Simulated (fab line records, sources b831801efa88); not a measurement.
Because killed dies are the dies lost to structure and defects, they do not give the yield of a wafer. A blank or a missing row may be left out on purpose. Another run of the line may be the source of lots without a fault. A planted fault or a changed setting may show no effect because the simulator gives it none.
Which tool was responsible? + flow sky130 + 33 wafers from 11 lots sampled at 6 of the route's 708 steps

## WHAT EACH GAUGE READ, for each wafer
SKY_FIELD_ISO_CD_MEAS_13: the cd target is 150 nm. Usual: cdNm at 149.7 nm, with a standard deviation of 1.5.
| lot  | measured    | on       | cdNm (nm)         | flag |
|------|-------------|----------|-------------------|------|
| L527 | day 2 04:17 | cdSem-01 | 149.5 150.8 150.5 |      |
| L530 | day 2 19:45 | cdSem-01 | 148.7 148.3 149.0 |      |
| L531 | day 3 02:32 | cdSem-02 | 150.5 149.6 149.9 |      |
| L533 | day 3 11:16 | cdSem-02 | 149.8 148.7 149.2 |      |
| L534 | day 3 19:16 | cdSem-02 | 148.8 148.5 148.9 |      |
| L535 | day 3 21:48 | cdSem-02 | 149.6 150.6 151.6 |      |
| L536 | day 4 04:41 | cdSem-02 | 148.6 148.5 147.5 |      |
| L538 | day 4 13:11 | cdSem-02 | 151.1 150.6 151.3 |      |
| L546 | day 6 07:20 | cdSem-01 | 151.1 152.4 150.2 |      |
| L547 | day 6 15:02 | cdSem-02 | 149.7 149.2 149.2 |      |
| L549 | day 7 00:19 | cdSem-01 | 150.3 150.7 148.6 |      |

SKY_VT_ADJUST_HVTP_CD_MEAS_07: the cd target is 380 nm. Usual: cdNm at 380.1 nm, with a standard deviation of 2.6.
| lot  | measured     | on       | cdNm (nm)         | flag |
|------|--------------|----------|-------------------|------|
| L527 | day 6 03:38  | cdSem-01 | 379.8 380.5 375.1 |      |
| L530 | day 6 23:58  | cdSem-01 | 381.3 385.5 382.4 |      |
| L531 | day 7 04:26  | cdSem-01 | 382.7 381.8 381.5 |      |
| L533 | day 7 15:23  | cdSem-01 | 382.4 381.9 381.4 |      |
| L534 | day 8 04:44  | cdSem-01 | 376.8 378.3 377.6 |      |
| L535 | day 8 07:12  | cdSem-01 | 378.5 378.7 379.0 |      |
| L536 | day 8 15:59  | cdSem-01 | 383.4 386.0 384.6 |      |
| L538 | day 9 00:10  | cdSem-02 | 384.3 380.3 380.1 |      |
| L546 | day 10 23:20 | cdSem-02 | 382.4 384.5 383.1 |      |
| L547 | day 11 06:38 | cdSem-01 | 379.2 379.4 380.7 |      |
| L549 | day 12 00:19 | cdSem-01 | 379.4 380.7 377.2 |      |

SKY_SD_N_RS_MEAS_16: a four-point-probe measurement. Usual: SD_N_RS typically reads 68.67 ohm/sq, with standard deviation 0.17.
| lot  | measured     | on           | SD_N_RS (ohm/sq)  | flag |
|------|--------------|--------------|-------------------|------|
| L527 | day 28 02:17 | filmMetro-01 | 68.51 68.62 68.69 |      |
| L530 | day 29 03:39 | filmMetro-03 | 68.85 68.80 68.88 |      |
| L531 | day 29 06:58 | filmMetro-03 | 69.06 68.73 68.72 |      |
| L533 | day 29 20:22 | filmMetro-01 | 68.55 68.61 68.51 |      |
| L534 | day 31 01:31 | filmMetro-03 | 68.81 68.84 68.91 |      |
| L535 | day 31 04:03 | filmMetro-03 | 76.54 76.53 76.43 | OFF  |
| L536 | day 31 05:28 | filmMetro-03 | 68.70 68.89 68.81 |      |
| L538 | day 31 13:07 | filmMetro-03 | 76.80 76.47 76.53 | OFF  |
| L546 | day 34 03:00 | filmMetro-02 | 68.47 68.34 68.51 |      |
| L547 | day 34 09:14 | filmMetro-01 | 68.45 68.66 68.59 |      |
| L549 | day 35 10:03 | filmMetro-03 | 68.71 68.75 68.78 |      |

## WHAT TOOL EACH LOT RAN ON (gives the tool, then ch and the chambers of the sampled wafers, and finally the start)
| lot  | SKY_VT_ADJUST_NCORE_STRIP_10        | SKY_SD_N_IMPLANT_09             | SKY_SD_N_STRIP_11                   |
|------|-------------------------------------|---------------------------------|-------------------------------------|
| L527 | plasmaAsher-03 ch 0, day 8 16:32    | implanter-01 ch 0, day 28 01:35 | plasmaAsher-01 ch 0,1, day 28 01:53 |
| L530 | plasmaAsher-03 ch 0, day 9 14:47    | implanter-01 ch 0, day 29 02:58 | plasmaAsher-03 ch 1, day 29 03:14   |
| L531 | plasmaAsher-01 ch 0,1, day 9 20:14  | implanter-01 ch 0, day 29 06:17 | plasmaAsher-02 ch 0,1, day 29 06:34 |
| L533 | plasmaAsher-03 ch 0,1, day 10 07:59 | implanter-03 ch 0, day 29 19:41 | plasmaAsher-01 ch 0,1, day 29 19:59 |
| L534 | plasmaAsher-04 ch 0,1, day 10 20:46 | implanter-03 ch 0, day 31 00:50 | plasmaAsher-02 ch 0,1, day 31 01:07 |
| L535 | plasmaAsher-04 ch 0,1, day 10 23:08 | implanter-03 ch 0, day 31 03:19 | plasmaAsher-01 ch 0,1, day 31 03:35 |
| L536 | plasmaAsher-01 ch 0,1, day 11 09:05 | implanter-01 ch 0, day 31 04:47 | plasmaAsher-03 ch 0,1, day 31 05:04 |
| L538 | plasmaAsher-03 ch 0,1, day 11 17:47 | implanter-03 ch 0, day 31 12:26 | plasmaAsher-02 ch 0,1, day 31 12:43 |
| L546 | plasmaAsher-03 ch 0,1, day 14 01:27 | implanter-01 ch 0, day 34 02:19 | plasmaAsher-02 ch 0,1, day 34 02:37 |
| L547 | plasmaAsher-03 ch 0,1, day 14 10:08 | implanter-04 ch 0, day 34 08:32 | plasmaAsher-02 ch 0,1, day 34 08:50 |
| L549 | plasmaAsher-03 ch 0,1, day 15 07:08 | implanter-01 ch 0, day 35 09:22 | plasmaAsher-02 ch 0,1, day 35 09:38 |
- SKY_VT_ADJUST_NCORE_STRIP_10: strips in O2/N2.
- SKY_SD_N_IMPLANT_09
- SKY_SD_N_STRIP_11: strips in O2/N2.

## WHAT THE TOOLS THEMSELVES READ (means of the sampled wafers that have a number; where no wafer has one, the mark that the record gives instead)
SKY_VT_ADJUST_NCORE_STRIP_10. Usual: drypumpMotorCurrentA 6.0 A, standard deviation 0.49; oesProductAu 0.715 a.u., standard deviation 0.0045; stripTimeToEndpointS 14.17 s, standard deviation 0.044.
| lot  | tool           | drypumpMotorCurrentA (A) | oesProductAu (a.u.) | stripTimeToEndpointS (s) | flag |
|------|----------------|--------------------------|---------------------|--------------------------|------|
| L527 | plasmaAsher-03 | 5.2                      | 0.714               | 14.26                    |      |
| L530 | plasmaAsher-03 | 5.2                      | 0.714               | 14.08                    |      |
| L531 | plasmaAsher-01 | 5.9                      | 0.715               | 14.17                    |      |
| L533 | plasmaAsher-03 | 5.9                      | 0.718               | 14.19                    |      |
| L534 | plasmaAsher-04 | 6.5                      | 0.716               | 14.21                    |      |
| L535 | plasmaAsher-04 | 6.5                      | 0.716               | 14.12                    |      |
| L536 | plasmaAsher-01 | 5.9                      | 0.713               | 14.19                    |      |
| L538 | plasmaAsher-03 | 5.6                      | 0.716               | 14.19                    |      |
| L546 | plasmaAsher-03 | 5.9                      | 0.715               | 14.17                    |      |
| L547 | plasmaAsher-03 | 5.6                      | 0.718               | 14.15                    |      |
| L549 | plasmaAsher-03 | 5.6                      | 0.716               | 14.13                    |      |

SKY_SD_N_IMPLANT_09. Usual: beamOnS 18.2 s, standard deviation 0.47; doseIonsCm2 4e+15, standard deviation 4.4e+12.
| lot  | tool         | beamOnS (s) | doseIonsCm2 | flag |
|------|--------------|-------------|-------------|------|
| L527 | implanter-01 | 17.5        | 4e+15       |      |
| L530 | implanter-01 | 18.0        | 4e+15       |      |
| L531 | implanter-01 | 17.8        | 4e+15       |      |
| L533 | implanter-03 | 18.5        | 4e+15       |      |
| L534 | implanter-03 | 18.5        | 4e+15       |      |
| L535 | implanter-03 | 10.1        | 2e+15       | OFF  |
| L536 | implanter-01 | 18.0        | 4e+15       |      |
| L538 | implanter-03 | 10.0        | 2e+15       | OFF  |
| L546 | implanter-01 | 18.0        | 4e+15       |      |
| L547 | implanter-04 | 18.8        | 4e+15       |      |
| L549 | implanter-01 | 18.1        | 4e+15       |      |

SKY_SD_N_STRIP_11. Usual: drypumpMotorCurrentA 5.8 A, standard deviation 0.31; oesProductAu 0.527 a.u., standard deviation 0.0041; stripTimeToEndpointS 22.54 s, standard deviation 0.043.
| lot  | tool           | drypumpMotorCurrentA (A) | oesProductAu (a.u.) | stripTimeToEndpointS (s) | flag |
|------|----------------|--------------------------|---------------------|--------------------------|------|
| L527 | plasmaAsher-01 | 5.7                      | 0.524               | 22.46                    |      |
| L530 | plasmaAsher-03 | 6.3                      | 0.525               | 22.56                    |      |
| L531 | plasmaAsher-02 | 5.6                      | 0.526               | 22.60                    |      |
| L533 | plasmaAsher-01 | 5.7                      | 0.521               | 22.52                    |      |
| L534 | plasmaAsher-02 | 5.7                      | 0.526               | 22.55                    |      |
| L535 | plasmaAsher-01 | 5.9                      | 0.560               | 20.40                    | OFF  |
| L536 | plasmaAsher-03 | 5.6                      | 0.525               | 22.58                    |      |
| L538 | plasmaAsher-02 | 5.8                      | 0.557               | 20.35                    | OFF  |
| L546 | plasmaAsher-02 | 5.7                      | 0.526               | 22.51                    |      |
| L547 | plasmaAsher-02 | 5.7                      | 0.525               | 22.61                    |      |
| L549 | plasmaAsher-02 | 5.7                      | 0.528               | 22.59                    |      |

## THE ANSWER, worked out from the rows above alone
Rule: take the mean of a lot's wafers that have a number; if it is more than 3 standard deviations from the usual mean, the lot is off. Also off: a lot with no number at a reading for which 4 or more lots have one. The other lots that the step has rows for count as sound. The gauges are gone through in route order, then the tools' own readings, and for those a lot's mean is taken as printed above. The first step at which some lot is off is used, and at that step the reading that is off furthest; a lot without a number counts as furthest.
Off: L535, L538, at SKY_SD_N_RS_MEAS_16 (SD_N_RS).
If a tool, at a process step before that reading, ran all the lots that are off and no sound lot after the first of them, it fits. The gauges at SKY_SD_N_RS_MEAS_16 aren't tried: what is off there is off at SKY_SD_N_IMPLANT_09 too, on other tools, and a gauge's error can't cause that. One fits: SKY_SD_N_IMPLANT_09 on implanter-03. A fault onset in the window from L534 (day 31 00:50, its last sound lot) to L535 (day 31 03:19, its first lot off) fits.
The tool's own readings at SKY_SD_N_IMPLANT_09 bear it out: on the lots that are off they differ by more than 5 times the standard deviation of the sound lots' means. beamOnS reads 10.1 s there against 18.1 s on the sound lots; doseIonsCm2 reads 2e+15 there against 4e+15 on the sound lots.

## WHAT THE SIMULATOR HAD INSERTED
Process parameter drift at SKY_SD_N_IMPLANT_09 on implanter-03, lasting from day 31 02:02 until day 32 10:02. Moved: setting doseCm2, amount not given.
Struck lots among those shown: L535, L538. The rule above found the same.
